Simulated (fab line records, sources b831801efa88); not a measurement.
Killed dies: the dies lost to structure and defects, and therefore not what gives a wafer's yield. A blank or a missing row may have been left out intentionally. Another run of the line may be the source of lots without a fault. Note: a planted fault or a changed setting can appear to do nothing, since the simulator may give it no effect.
2 desks, one fault -- flow gf180mcu -- each desk holds nothing but its own numbers, with what lay behind them at the end

THE METROLOGY DESK
Lot by lot, what the gauges showed, no matter which tool ran the lot: averages of those sampled wafers that carry a number. Any lot whose mean is over 4 standard deviations away from the usual mean is out of limits and marked OUT; that distance is given in the brackets.
Columns: A = MIM_CVD_05_THK at GF_MIM_THK_MEAS_06, usual 42.0 nm
lot,first seen here,A
L911,day 25 13:48,42.2
L912,day 25 14:10,41.7
L913,day 25 18:26,42.0
L914,day 26 03:44,41.8
L915,day 26 09:59,42.4
L916,day 26 19:55,41.9
L922,day 28 22:49,42.3
L925,day 29 20:29,41.8
L926,day 30 02:20,42.7
L927,day 30 06:25,42.1
L929,day 30 18:13,41.6
L931,day 31 03:53,41.4
L932,day 31 11:17,42.6
This desk's finding: nothing out of limits on any of the 13 lots.

AT THE TOOL OWNER'S DESK: plasma asher-01
The tool's own readings at GF_VT_IMPLANT_STRIP_20 (strips in O2/N2): means of the sampled wafers that have a number, for each lot that ran on this tool. Any lot whose mean is over 4 standard deviations away from the usual mean is out of limits and marked OUT; that distance is given in the brackets.
Columns: A = drypump motor current A at GF_VT_IMPLANT_STRIP_20, usual 5.6 A; B = heater power w at GF_VT_IMPLANT_STRIP_20, usual 328 W; C = oes product au at GF_VT_IMPLANT_STRIP_20, usual 0.716 a.u.; D = strip time to endpoint s at GF_VT_IMPLANT_STRIP_20, usual 12.64 s
lot,first seen here,A,B,C,D
L911,day 6 22:17,5.8,326,0.716,12.62
L913,day 7 07:50,5.8,346,0.718,12.66
L914,day 7 14:14,5.8,324,0.717,12.59
L915,day 7 19:02,5.8,351,0.715,12.64
L916,day 8 04:19,5.8,344,0.714,12.64
L929,day 11 13:47,5.8,325,0.717,12.67
L931,day 12 02:16,5.7,326,0.714,12.64
This desk's finding: nothing out of limits on any of the 7 lots.

PUT TOGETHER
Metrology desk: nothing out of limits seen.
Nothing out of limits was seen by the tool owner's desk.

WHAT WAS PUT IN BY THE SIMULATOR
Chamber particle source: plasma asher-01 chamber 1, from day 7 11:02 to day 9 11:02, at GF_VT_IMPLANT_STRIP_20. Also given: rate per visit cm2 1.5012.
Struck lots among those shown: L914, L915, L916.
